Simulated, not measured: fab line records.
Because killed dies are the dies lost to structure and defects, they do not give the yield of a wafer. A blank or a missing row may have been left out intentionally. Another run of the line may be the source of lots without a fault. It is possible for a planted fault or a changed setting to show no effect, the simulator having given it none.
Which tool did it? || flow sfq_line || 42 wafers from 14 lots sampled at 2 of the route's 325 steps

== WHAT THE GAUGES SHOWED, per wafer ==
SFQ_M4_RS_MEAS_924: measurement is done with a four-point probe.
{"lot": "L370", "measured": "day 32 11:00", "on": "film_metro-02", "M4_NB_RS (ohm/sq)": "0.879 0.875 0.875"}
{"lot": "L373", "measured": "day 33 15:34", "on": "film_metro-03", "M4_NB_RS (ohm/sq)": "0.890 0.919 0.902"}
{"lot": "L375", "measured": "day 34 12:59", "on": "film_metro-03", "M4_NB_RS (ohm/sq)": "0.889 0.891 0.891"}
{"lot": "L376", "measured": "day 34 23:20", "on": "film_metro-01", "M4_NB_RS (ohm/sq)": "0.899 0.900 0.894"}
{"lot": "L377", "measured": "day 35 11:23", "on": "film_metro-03", "M4_NB_RS (ohm/sq)": "0.893 0.895 0.893"}
{"lot": "L378", "measured": "day 35 23:22", "on": "film_metro-03", "M4_NB_RS (ohm/sq)": "0.888 0.903 0.897"}
{"lot": "L381", "measured": "day 37 01:04", "on": "film_metro-03", "M4_NB_RS (ohm/sq)": "0.891 0.893 0.901"}
{"lot": "L383", "measured": "day 37 09:29", "on": "film_metro-03", "M4_NB_RS (ohm/sq)": "0.883 0.894 0.900"}
{"lot": "L384", "measured": "day 37 17:52", "on": "film_metro-03", "M4_NB_RS (ohm/sq)": "0.900 0.868 0.877"}
{"lot": "L385", "measured": "day 38 10:31", "on": "film_metro-03", "M4_NB_RS (ohm/sq)": "0.887 0.878 0.887"}
{"lot": "L386", "measured": "day 38 22:28", "on": "film_metro-03", "M4_NB_RS (ohm/sq)": "0.603 0.604 0.881"}
{"lot": "L387", "measured": "day 39 02:40", "on": "film_metro-03", "M4_NB_RS (ohm/sq)": "0.895 0.885 0.901"}
{"lot": "L388", "measured": "day 39 11:40", "on": "film_metro-03", "M4_NB_RS (ohm/sq)": "0.605 0.887 0.874"}
{"lot": "L390", "measured": "day 40 13:37", "on": "film_metro-01", "M4_NB_RS (ohm/sq)": "0.874 0.881 0.898"}

== EACH LOT AND THE TOOL THAT RAN IT (in order: tool; ch and the chambers of the sampled wafers; start) ==
{"lot": "L370", "SFQ_TRILAYER_M4_DEP_SPUTTER_091": "pvd_sputter-05, day 32 10:55"}
{"lot": "L373", "SFQ_TRILAYER_M4_DEP_SPUTTER_091": "pvd_sputter-04, day 33 15:28"}
{"lot": "L375", "SFQ_TRILAYER_M4_DEP_SPUTTER_091": "pvd_sputter-06, day 34 12:52"}
{"lot": "L376", "SFQ_TRILAYER_M4_DEP_SPUTTER_091": "pvd_sputter-06, day 34 23:14"}
{"lot": "L377", "SFQ_TRILAYER_M4_DEP_SPUTTER_091": "pvd_sputter-06, day 35 11:14"}
{"lot": "L378", "SFQ_TRILAYER_M4_DEP_SPUTTER_091": "pvd_sputter-05, day 35 23:14"}
{"lot": "L381", "SFQ_TRILAYER_M4_DEP_SPUTTER_091": "pvd_sputter-05, day 37 00:58"}
{"lot": "L383", "SFQ_TRILAYER_M4_DEP_SPUTTER_091": "pvd_sputter-04, day 37 09:22"}
{"lot": "L384", "SFQ_TRILAYER_M4_DEP_SPUTTER_091": "pvd_sputter-04, day 37 17:46"}
{"lot": "L385", "SFQ_TRILAYER_M4_DEP_SPUTTER_091": "pvd_sputter-06, day 38 10:23"}
{"lot": "L386", "SFQ_TRILAYER_M4_DEP_SPUTTER_091": "pvd_sputter-06, day 38 22:22"}
{"lot": "L387", "SFQ_TRILAYER_M4_DEP_SPUTTER_091": "pvd_sputter-05, day 39 02:34"}
{"lot": "L388", "SFQ_TRILAYER_M4_DEP_SPUTTER_091": "pvd_sputter-06, day 39 11:34"}
{"lot": "L390", "SFQ_TRILAYER_M4_DEP_SPUTTER_091": "pvd_sputter-05, day 40 13:31"}
- SFQ_TRILAYER_M4_DEP_SPUTTER_091: material Nb, target thk 200 nm, time 133.3 s.

== WHAT THE TOOLS THEMSELVES READ (means of the sampled wafers that have a number; where no wafer has one, the mark that the record gives instead) ==
SFQ_TRILAYER_M4_DEP_SPUTTER_091.
{"lot": "L370", "tool": "pvd_sputter-05", "base_pressure_pa (Pa)": 1.33e-06, "substrate_temp_c (C)": 20.02, "throttle_valve_pct (%)": 29.6}
{"lot": "L373", "tool": "pvd_sputter-04", "base_pressure_pa (Pa)": 1.38e-06, "substrate_temp_c (C)": 19.99, "throttle_valve_pct (%)": 29.5}
{"lot": "L375", "tool": "pvd_sputter-06", "base_pressure_pa (Pa)": 1.39e-06, "substrate_temp_c (C)": 19.92, "throttle_valve_pct (%)": 29.1}
{"lot": "L376", "tool": "pvd_sputter-06", "base_pressure_pa (Pa)": 1.34e-06, "substrate_temp_c (C)": 19.98, "throttle_valve_pct (%)": 29.7}
{"lot": "L377", "tool": "pvd_sputter-06", "base_pressure_pa (Pa)": 1.36e-06, "substrate_temp_c (C)": 20.10, "throttle_valve_pct (%)": 29.7}
{"lot": "L378", "tool": "pvd_sputter-05", "base_pressure_pa (Pa)": 1.37e-06, "substrate_temp_c (C)": 19.98, "throttle_valve_pct (%)": 30.1}
{"lot": "L381", "tool": "pvd_sputter-05", "base_pressure_pa (Pa)": 1.35e-06, "substrate_temp_c (C)": 19.97, "throttle_valve_pct (%)": 29.9}
{"lot": "L383", "tool": "pvd_sputter-04", "base_pressure_pa (Pa)": 1.36e-06, "substrate_temp_c (C)": 20.03, "throttle_valve_pct (%)": 29.8}
{"lot": "L384", "tool": "pvd_sputter-04", "base_pressure_pa (Pa)": 1.36e-06, "substrate_temp_c (C)": 20.05, "throttle_valve_pct (%)": 29.5}
{"lot": "L385", "tool": "pvd_sputter-06", "base_pressure_pa (Pa)": 1.33e-06, "substrate_temp_c (C)": 19.99, "throttle_valve_pct (%)": 29.2}
{"lot": "L386", "tool": "pvd_sputter-06", "base_pressure_pa (Pa)": 1.37e-06, "substrate_temp_c (C)": 20.07, "throttle_valve_pct (%)": 28.7}
{"lot": "L387", "tool": "pvd_sputter-05", "base_pressure_pa (Pa)": 1.34e-06, "substrate_temp_c (C)": 20.08, "throttle_valve_pct (%)": 29.9}
{"lot": "L388", "tool": "pvd_sputter-06", "base_pressure_pa (Pa)": 1.32e-06, "substrate_temp_c (C)": 20.03, "throttle_valve_pct (%)": 29.6}
{"lot": "L390", "tool": "pvd_sputter-05", "base_pressure_pa (Pa)": 1.37e-06, "substrate_temp_c (C)": 19.97, "throttle_valve_pct (%)": 29.8}

== THE ANSWER, worked out from the rows above alone ==
Rule: the lots themselves supply what counts as usual. Put in order of their means at a reading, lots are off if they are a third of the lots or fewer, leave a main group of 4 or more, and stand apart from it by a gap of 3 or more times the standard deviation of the main group's means; of several such gaps the widest counts. If all means in a main group match to the digits the tables above print for the reading, that group is not used. Also off: a lot with no number at a reading for which 4 or more lots have one. All remaining lots with rows at the step are treated as sound. Order of review: gauges by route order, followed by the tools' own readings, for which a lot's mean as printed above is used. At the first step where some lot is off, the reading lying furthest off is the one used; lots without a number count as furthest.
Off: L386, L388, seen at SFQ_M4_RS_MEAS_924 (M4_NB_RS). The main group: mean 0.891 ohm/sq, standard deviation 0.0074.
A tool fits if, at a process step before that reading, it ran every lot that is off, and no sound lot after the first of them. Gauges at SFQ_M4_RS_MEAS_924: tried the same way as those tools. One fits: SFQ_TRILAYER_M4_DEP_SPUTTER_091 on pvd_sputter-06. A fault onset in the window from L385 (day 38 10:23, its last sound lot) to L386 (day 38 22:22, its first lot off) fits.

== WHAT HAD BEEN PUT IN BY THE SIMULATOR ==
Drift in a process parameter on pvd_sputter-06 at SFQ_TRILAYER_M4_DEP_SPUTTER_091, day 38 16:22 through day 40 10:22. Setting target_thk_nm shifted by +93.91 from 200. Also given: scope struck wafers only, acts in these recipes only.
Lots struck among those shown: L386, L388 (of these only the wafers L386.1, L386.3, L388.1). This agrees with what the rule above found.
